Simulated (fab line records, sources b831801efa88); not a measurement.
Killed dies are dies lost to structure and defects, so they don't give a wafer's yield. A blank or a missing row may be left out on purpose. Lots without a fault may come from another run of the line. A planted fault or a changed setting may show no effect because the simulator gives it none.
A struck lot beside a sound one | flow gf180mcu | 15 steps out of a route of 602
Sound: wafers L110.1, L110.3, L110.6. Struck: wafer L101.2. (L101.1, L101.3 of the same lot were not struck and are left out.) The cause comes at the end.
At each step with rows: each side's tool, then ch and its chambers, then its first start. Under that, the readings that differ: sound wafers | struck wafers | difference of the means | sigmas: that difference in standard deviations of wafers without a fault.
alike: readings whose means differ by less than 2 such deviations, and words and numbers that are the same on both sides. not compared: withheld readings, readings that some wafer has no value for, bounds like >300 that may hide the same value, and numbers for which the record gives no deviation and whose values overlap.
The two part at a step that has a row with sigmas, a row that says differs or no value, or rows on one side only. Numbers that don't overlap but have no deviation are shown without sigmas and don't part them. A reading that every wafer of one side lacks parts them only if that side has two wafers or more.

GF_V4_RS_MEAS_24: measures by four-point-probe.
  sound on film_metro-02, day 31 03:28; struck on film_metro-02, day 27 08:40
  alike: V4_W_RS
GF_V4_THK_MEAS_25: measures by xrf.
  sound on film_metro-02, day 31 03:35; struck on film_metro-02, day 27 08:47
  alike: V4_W_THK
then, 1 step without rows for these wafers: GF_V4_CMP_26 (polishes, stops on SiO2, t overpolish 15 s, target thk 0 nm).
GF_MIM_SPUTTER_00: material Ti, target thk 37.5 nm, time 150 s.
  sound on pvd_sputter-01, day 31 03:57; struck on pvd_sputter-03, day 27 09:08
  reading                | sound          | struck | difference | sigmas
  throttle_valve_pct (%) | 29.4 27.7 27.5 | 30.8   | +2.6       | +2
  alike: chamber_pressure_pa
then, 1 step without rows for these wafers: GF_MIM_SPUTTER_01 (material TiN, target thk 30 nm, time 25 s).
GF_MIM_SPUTTER_02: material AlCu, target thk 450 nm, time 23.9 s.
  sound on pvd_sputter-01, day 31 04:05; struck on pvd_sputter-03, day 27 09:16
  reading                | sound          | struck | difference | sigmas
  throttle_valve_pct (%) | 29.3 27.2 27.4 | 30.9   | +2.9       | +2
  alike: chamber_pressure_pa
then, 1 step without rows for these wafers: GF_MIM_SPUTTER_03 (material Ti, target thk 10 nm, time 6.7 s).
GF_MIM_SPUTTER_04: material TiN, target thk 50 nm, time 41.7 s.
  sound on pvd_sputter-01, day 31 04:08; struck on pvd_sputter-03, day 27 09:19
  reading                | sound          | struck | difference | sigmas
  throttle_valve_pct (%) | 29.0 27.6 27.2 | 31.0   | +3.1       | +2
  alike: chamber_pressure_pa
GF_MIM_CVD_05: deposits Si3N4, target thk 42 nm, time 29.086 s.
  sound on pecvd-02 ch 0,1,2, day 31 04:10; struck on pecvd-02 ch 0, day 27 09:22
  alike: heater_power_w
  not compared: since_wet_clean_h
GF_MIM_THK_MEAS_06:
  sound on film_metro-01, day 31 04:12; struck on film_metro-01, day 27 09:24
  alike: MIM_CVD_05_THK
GF_MIM_SPUTTER_07: material TiN, target thk 60 nm, time 50 s.
  sound on pvd_sputter-02, day 31 04:16; struck on pvd_sputter-01, day 27 09:28
  alike: chamber_pressure_pa, throttle_valve_pct
then, 1 step without rows for these wafers: GF_MIM_SPUTTER_08 (material AlCu, target thk 200 nm, time 10.6 s).
GF_MIM_SPUTTER_09: material TiN, target thk 35 nm, time 29.2 s.
  sound on pvd_sputter-02, day 31 04:20; struck on pvd_sputter-01, day 27 09:31
  reading                  | sound                | struck | difference | sigmas
  chamber_pressure_pa (Pa) | 0.3993 0.4009 0.4006 | 0.4139 | +0.0136    | +19
  alike: throttle_valve_pct
GF_MIM_RS_MEAS_10: measures by four-point-probe.
  sound on film_metro-01, day 31 04:22; struck on film_metro-04, day 27 09:34
  reading              | sound                | struck | difference | sigmas
  MIM_ALCU_RS (ohm/sq) | 0.1632 0.1600 0.1606 | 0.1561 | -0.0052    | -3
-- the record jumps here: 4 days lie between the struck wafers' starts before and after (it left off in module MIM and takes up again in module PASSIVATION, whose first step shown is number 602 of the route) --
GF_PASSIVATION_PROBE_99:
  the record has rows for the struck wafers here (prober-01, day 31 13:31) and none for the sound ones

WHERE THEY PART
First at GF_MIM_SPUTTER_00; last, within this record, at GF_PASSIVATION_PROBE_99.

WHY: what the simulator had put in
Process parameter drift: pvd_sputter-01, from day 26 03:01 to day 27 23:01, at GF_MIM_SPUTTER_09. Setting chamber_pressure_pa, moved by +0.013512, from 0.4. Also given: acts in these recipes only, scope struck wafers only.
